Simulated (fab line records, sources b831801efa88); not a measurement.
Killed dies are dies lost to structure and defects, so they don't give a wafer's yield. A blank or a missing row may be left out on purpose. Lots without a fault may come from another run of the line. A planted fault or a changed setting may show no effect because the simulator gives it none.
One fault seen from 2 desks | flow gf180mcu | each desk has only its own numbers; what lay behind them comes last

THE METROLOGY DESK
What the gauges read, lot by lot, whatever tool the lot ran on: means of the sampled wafers that have a number. A lot is out of limits, marked OUT, if its mean lies more than 4 standard deviations from the usual mean; the brackets give that distance.
Columns: A = PASSIVATION_CVD_00_THK at GF_PASSIVATION_THK_MEAS_01, usual 999 nm
lot  | first seen here | A
L561 | day 28 10:05    | 1009
L562 | day 28 14:40    | 999
L563 | day 28 23:35    | 1003
L564 | day 29 03:49    | 994
L565 | day 29 15:43    | 982
L567 | day 30 02:31    | 979
L568 | day 30 08:05    | 1005
L569 | day 30 14:14    | 1004
L571 | day 31 15:26    | 999
L572 | day 31 20:09    | 1006
L573 | day 32 06:11    | 997
L576 | day 32 21:30    | 1253 (+20) OUT
L582 | day 34 03:22    | 1232 (+18) OUT
This desk's finding: out of limits on L576, L582; first on L576, day 32 21:30 (PASSIVATION_CVD_00_THK at GF_PASSIVATION_THK_MEAS_01). In limits: L561, L562, L563, L564, L565, L567, L568, L569, L571, L572, L573.

THE TOOL OWNER'S DESK: pecvd-02
The tool's own readings at GF_PASSIVATION_CVD_00 (deposits SiO2 from TEOS, target thk 1000 nm, time 111.95 s): means of the sampled wafers that have a number, for each lot that ran on this tool. A lot is out of limits, marked OUT, if its mean lies more than 4 standard deviations from the usual mean; the brackets give that distance.
Columns: A = heater_power_w at GF_PASSIVATION_CVD_00, usual 604 W; B = rf_fwd_power_W at GF_PASSIVATION_CVD_00, usual 596.4 W
lot  | first seen here | A   | B
L561 | day 28 09:58    | 551 | 594.7
L562 | day 28 14:35    | 605 | 594.8
L572 | day 31 20:04    | 619 | 594.3
L573 | day 32 06:07    | 636 | 595.6
L576 | day 32 21:26    | 650 | 594.4
L582 | day 34 03:17    | 702 | 593.0
This desk's finding: nothing out of limits on any of the 6 lots.

PUT TOGETHER
The metrology desk could have raised an alarm at day 32 21:30, on L576, L582.
The tool owner's desk saw nothing out of limits.
The tool owner's desk has L576, L582 on record, within its limits.
Of the lots named, all ran GF_PASSIVATION_CVD_00 on pecvd-02.

WHAT THE SIMULATOR HAD PUT IN
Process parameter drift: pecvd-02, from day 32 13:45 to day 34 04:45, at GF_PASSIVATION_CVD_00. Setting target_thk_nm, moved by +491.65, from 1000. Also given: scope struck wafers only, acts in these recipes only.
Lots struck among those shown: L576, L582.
Hours from the fault's start to each desk's first reading out of limits: the metrology desk, 8.
